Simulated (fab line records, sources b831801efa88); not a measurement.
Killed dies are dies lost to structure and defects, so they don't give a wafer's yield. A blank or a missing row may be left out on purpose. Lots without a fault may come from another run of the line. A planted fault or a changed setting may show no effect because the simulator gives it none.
Chamber matching | flow sky130 | SKY_LI_CONTACT_CMP_24 on cmp-01: 4 sister chambers
The step polishes, stops on PSG, t overpolish 20 s, target thk 0 nm. 8 wafers are shown with their chamber, then 6 later ones without.

WAFERS WITH THEIR CHAMBER
wafer  | chamber | motor_current_A (A) | time_to_endpoint_s (s)
L370.4 | 3       | 9.7                 | 101
L371.5 | 2       | 10.8                | 90
L375.5 | 3       | 9.3                 | 93
L377.2 | 1       | 11.6                | 93
L377.3 | 0       | 7.9                 | 94
L377.4 | 2       | 11.1                | 96
L380.3 | 0       | 8.0                 | 97
L380.5 | 1       | 12.4                | 96

WAFERS WITHOUT THEIR CHAMBER
wafer  | motor_current_A (A) | time_to_endpoint_s (s)
L390.1 | 12.2                | 96
L390.3 | 11.6                | 94
L390.5 | 8.2                 | 92
L392.1 | 11.7                | 99
L392.2 | 8.0                 | 99
L392.6 | 7.9                 | 93

WHICH CHAMBER EACH WENT THROUGH
wafer  | from the rows above     | in truth
L390.1 | 1                       | 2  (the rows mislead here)
L390.3 | can't be placed: 1 or 2 | 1
L390.5 | 0                       | 0
L392.1 | can't be placed: 1 or 2 | 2
L392.2 | 0                       | 0
L392.6 | 0                       | 0
Placed correctly: 3 of 6. Can't be placed from these rows: 2 (the true chamber is among the candidates in 2). Placed wrongly: 1.
How it was worked out, from the rows above alone: a wafer's distance from a chamber is the root of the sum, over the readings, of the square of ((its reading less the chamber's mean) divided by the reading's scatter). The wafer belongs to the nearest chamber; if the next one is less than 2 further off, it can't be placed. A chamber's mean is the mean of its shown wafers. The scatter: the root of (the sum of the squares of (reading less its chamber's mean) over the shown wafers, divided by (wafers less chambers)).
